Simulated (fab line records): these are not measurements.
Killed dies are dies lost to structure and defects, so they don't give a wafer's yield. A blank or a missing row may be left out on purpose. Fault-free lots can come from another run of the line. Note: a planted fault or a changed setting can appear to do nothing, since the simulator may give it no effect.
Comparing a struck lot with a sound one	flow gf180mcu	14 steps out of a route of 602
Sound: wafers L705.1, L705.3, L705.6. Wafers struck: L708.2, L708.4, L708.5. The cause comes at the end.
For every step that has rows: the tool of each side, followed by ch and its chambers, followed by its first start. Under that, the readings that differ: sound wafers	struck wafers	difference of the means	sigmas: that difference in standard deviations of wafers without a fault.
alike: words and numbers the same on both sides, and readings whose means are apart by under 2 such deviations; not compared: readings that were withheld, readings missing a value for some wafer, numbers with overlapping values and no deviation given by the record, and bounds like >300 which may hide the same value.
Wherever a step has rows on one side only, a row that says differs or no value, or a row with sigmas, the two part there. Numbers that have no deviation but don't overlap get no sigmas and don't part them. Lack of a reading on every wafer of one side parts them only where that side has two or more wafers.

first, 1 step without rows for these wafers: GF_HV_LDD_CLEAN_51 (cleans in SC1/SC2, time 150 s).
GF_HV_LDD_RTA_52: time 10 s.
  sound on rtpAnneal-01 ch 0, day 14 04:22; struck on rtpAnneal-02 ch 0, day 15 02:05
  alike: lampPowerPct, wafer_temp_C_max
GF_HV_LDD_RS_MEAS_53: uses a four-point probe to measure.
  sound: filmMetro-04 at day 14 04:26; struck: filmMetro-01 at day 15 02:10
  alike: HV_LDD_RS
then, 1 step without rows for these wafers: GF_HV_LDD_CVD_54 (deposits SiO2 from TEOS, target thk 10 nm, time 75 s).
GF_HV_LDD_THK_MEAS_55:
  sound: filmMetro-02 at day 14 05:34; struck: filmMetro-04 at day 15 03:18
  alike: HV_LDD_CVD_54_THK
then, 1 step without rows for these wafers: GF_HV_LDD_CVD_56 (deposits Si3N4 from DCS/NH3, target thk 90 nm, time 1543 s).
GF_HV_LDD_THK_MEAS_57:
  sound: filmMetro-01 at day 14 07:04; struck: filmMetro-01 at day 15 04:47
  alike: HV_LDD_CVD_56_THK
GF_HV_LDD_ETCHBACK_58: etches Si3N4 in CH3F/O2, stops on SiO2, time 100 s, target depth 90 nm.
  sound on rieDiel-01 ch 0,3, day 14 07:07; struck on rieDiel-04 ch 1,3, day 15 04:50
  alike: biasW, drypumpMotorCurrentA, oesProductAu, rfFwdPowerW, throttleValvePct
  not compared: rfHoursCounterH
then, 4 steps without rows for these wafers: GF_NSD_DEHYDRATE_00 (time 60 s); GF_NSD_HMDS_01 (prime time 60 s); GF_NSD_COAT_02 (resist thk 1000 nm); GF_NSD_SOFTBAKE_03 (time 60 s).
GF_NSD_EXPOSE_04: exposes mask Nplus, target cd 400 nm.
  sound on ilineStepper-02 ch 0, day 14 17:49; struck on ilineStepper-02, day 15 15:49
  no value came back on the struck wafers for exposureDoseMJCm2, focusOffsetNm (nm), sigmaOuter; on the sound wafers exposureDoseMJCm2 reads 140.13 139.90 140.01
  alike: mask
next, for these wafers, 1 step has no rows: GF_NSD_PEB_05.

WHERE THEY PART
Only at GF_NSD_EXPOSE_04, within this record.

WHY: what the simulator had put in
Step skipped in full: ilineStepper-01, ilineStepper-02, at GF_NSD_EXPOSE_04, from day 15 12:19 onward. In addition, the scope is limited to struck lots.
